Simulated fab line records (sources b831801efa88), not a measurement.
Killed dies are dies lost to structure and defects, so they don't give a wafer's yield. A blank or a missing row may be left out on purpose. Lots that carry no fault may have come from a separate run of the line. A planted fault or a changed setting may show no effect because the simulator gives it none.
Matching of chambers ; flow sky130 ; SKY_FIELD_ISO_ETCH_15 on rie diel-01 has 4 sister chambers
The step etches the open film in CHF3/O2, stops on Si, target depth 180 nm, time 72 s. 16 wafers are shown with their chamber, then 8 later ones without.

WAFERS PAIRED WITH THEIR CHAMBERS
wafer;chamber;drypump motor current A (A);throttle valve pct (%);oes product au (a.u.)
L075.1;2;4.8;8.848;0.930
L075.3;3;5.2;8.856;0.936
L075.4;1;6.6;8.830;0.943
L078.1;3;5.2;8.861;0.939
L078.4;2;4.8;8.836;0.965
L078.6;3;5.2;8.857;0.954
L082.1;0;5.9;8.835;0.956
L082.2;3;5.2;8.848;0.959
L082.3;2;4.8;8.841;0.958
L087.1;1;6.5;8.847;0.945
L087.2;0;5.9;8.847;0.959
L087.5;1;6.5;8.838;0.951
L089.2;2;4.8;8.842;0.941
L089.3;3;5.3;8.857;0.946
L089.6;0;5.9;8.855;0.946
L091.1;1;6.6;8.819;0.937

SIGNATURES (means of the wafers above)
reading;chamber 0;chamber 1;chamber 2;chamber 3;scatter within a chamber
drypump motor current A;5.900;6.550;4.800;5.220;0.0387
throttle valve pct;8.84567;8.83350;8.84175;8.85580;0.00812
oes product au;0.95367;0.94400;0.94850;0.94680;0.0105
Rule: a wafer's distance from a chamber is the root of the sum, over the readings, of the square of ((its reading less the chamber's mean) divided by the reading's scatter). If the next closest chamber is less than 2 further off than the closest, the wafer can't be placed; otherwise it belongs to the closest. The scatter is the square root of a quotient: the sum, over the shown wafers, of each reading's squared deviation from its chamber's mean, divided by wafers minus chambers.

WAFERS WITHOUT THEIR CHAMBER
wafer;drypump motor current A (A);throttle valve pct (%);oes product au (a.u.)
L091.2;5.9;8.849;0.949
L091.5;5.9;8.830;0.944
L092.3;4.8;8.843;0.944
L092.4;6.5;8.830;0.953
L092.5;6.6;8.853;0.954
L097.2;5.2;8.849;0.950
L097.3;5.9;8.856;0.949
L097.6;5.2;8.849;0.949

CHAMBER TAKEN BY EACH
wafer;from the rows above;in truth
L091.2;0;0
L091.5;0;0
L092.3;2;2
L092.4;1;1
L092.5;1;1
L097.2;3;3
L097.3;0;0
L097.6;3;3
Placed correctly: 8 of 8. Left unplaced by these rows: 0. Placed wrongly: 0.
